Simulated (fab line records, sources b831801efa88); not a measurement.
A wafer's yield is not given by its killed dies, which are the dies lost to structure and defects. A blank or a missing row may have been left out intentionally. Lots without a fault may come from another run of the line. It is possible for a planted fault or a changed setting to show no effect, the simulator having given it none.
Code-filled problem report in 8D (eight disciplines) form | flow sky130 | the parts of the form that need people (team, actions taken, sign-off) are left out

== 1. THE PROBLEM ==
killedAtContacts at SKY_PAD_OPEN_PROBE_99 reads a mean of 72 on 1 wafer of 1 lot; wafers without a fault read 25 with a standard deviation of 5.2. Measured from the usual mean, that is +9.0 standard deviations.
First observed at day 49 12:06: wafer L710.1, on prober-01. Wafers with a number at this step in the record: 9, from 3 lots. Rule for "out" (also "out of limits"): further than 4 standard deviations from the usual mean. All remaining wafers that have a number are taken as sound.

== 2. WHAT IT IS; WHAT IT IS NOT ==
question                    | is                           | is not
which readings at this step | killedAtContacts, killedDies | killed_at_M0_to_M3, killed_at_M4_up, killedAtFrontEnd, killedAtOther, killedOpen, killedShort
which lots                  | L710                         | L701, L704
which wafers of those lots  | L710.1                       | L710.2, L710.5
read on which tools         | prober-01                    | prober-02
when                        | from day 49 12:06            | up to then (6 sound wafers); but 2 sound wafers of L710 came after

== 3. SUSPECTS, AND WHAT RULES EACH OUT ==
Counting: if a tool at a process step up to the reading ran every lot that is out, it stays a suspect. Sound lots after the first of them don't rule it out here, since some wafers of a struck lot are sound.
- rieDiel-01 at SKY_CONTACT_ETCH_18 (etches Si3N4 in CHF3/O2, stops on TiN, time 39 s, target depth 75 nm): kept. L710, the lot that is out, went through it at day 36 15:00; up to then, the latest sound lot through it was L704 at day 35 04:00.
- cvdW-01 at SKY_CONTACT_CVD_24 (deposits W, target thk 340 nm, time 102.12 s): kept. L710, the lot that is out, went through it at day 36 16:22; up to then, the latest sound lot through it was L704 at day 35 05:28.
- cmp-02 at SKY_CONTACT_CMP_27 (polishes, stops on SiO2, t overpolish 15 s, target thk 0 nm): kept. L710, the lot that is out, went through it at day 36 16:45; up to then, the latest sound lot through it was L704 at day 35 05:49.
- pvdSputter-02 at SKY_METAL1_SPUTTER_00 (material Ti, target thk 15 nm, time 10 s): kept. It ran the lot that is out, L710 (day 36 16:57).
- pvdSputter-02 at SKY_METAL1_SPUTTER_02 (material AlCu, target thk 250 nm, time 13.3 s): kept. It ran the lot that is out, L710 (day 36 17:00).
- pvdSputter-02 at SKY_METAL1_SPUTTER_03 (material Ti, target thk 5 nm, time 3.3 s): kept. It ran the lot that is out, L710 (day 36 17:01).
- prober-01 at SKY_PAD_OPEN_PROBE_99: kept. L710, the lot that is out, went through it at day 49 12:06; up to then, the latest sound lot through it was L704 at day 48 13:07. Its own readings are out on those wafers: killedAtContacts, killedDies.
- The sound lot-mates ran in chamber 2 of rieDiel-01 at SKY_CONTACT_ETCH_18, but the wafers that are out ran in chamber 0.
- Within cmp-02 at SKY_CONTACT_CMP_27: the wafers that are out ran in chamber 1; their sound lot-mates ran in chambers 0, 2.
Left after counting: rieDiel-01 at SKY_CONTACT_ETCH_18, cvdW-01 at SKY_CONTACT_CVD_24, cmp-02 at SKY_CONTACT_CMP_27, pvdSputter-02 at SKY_METAL1_SPUTTER_00, pvdSputter-02 at SKY_METAL1_SPUTTER_02, pvdSputter-02 at SKY_METAL1_SPUTTER_03, prober-01 at SKY_PAD_OPEN_PROBE_99.

== 4. THE CAUSE (what the simulator had put in) ==
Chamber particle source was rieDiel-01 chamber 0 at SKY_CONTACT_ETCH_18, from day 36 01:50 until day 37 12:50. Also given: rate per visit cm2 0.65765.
Counting leaves 7 suspects; this tool is one of them.

== 5. SEQUENCE OF EFFECTS, ordered by route ==
Each row: a reading whose mean over the struck wafers that have a number lies more than 3 standard deviations from the usual. Only readings for which the record gives a usual standard deviation are gone through. hours: the time from each lot's start at the first step in this table that gives one to its start at this step, as a median over the lots. sigmas: the change in usual standard deviations.
hours | step                  | reading          | usual | on struck wafers | change | sigmas
0     | SKY_PAD_OPEN_PROBE_99 | killedAtContacts | 25    | 72               | +47    | +9.0
0     | SKY_PAD_OPEN_PROBE_99 | killedDies       | 88    | 137              | +49    | +5.2
The process steps in it:
- SKY_PAD_OPEN_PROBE_99

== 6. WHAT WOULD HAVE CAUGHT IT SOONER ==
In this record the first reading out of limits was taken at day 49 12:06, 322 hours after the fault began at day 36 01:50.
An alarm limit of 4 standard deviations would not have fired on the tool readings at SKY_CONTACT_ETCH_18 for which the record gives a usual standard deviation, since none of them was out on any struck wafer.
Each of the lots that are out, 1 in all, had begun SKY_CONTACT_ETCH_18 on rieDiel-01 no later than day 49 12:06. Tool hold at that time: it would have spared none of them.
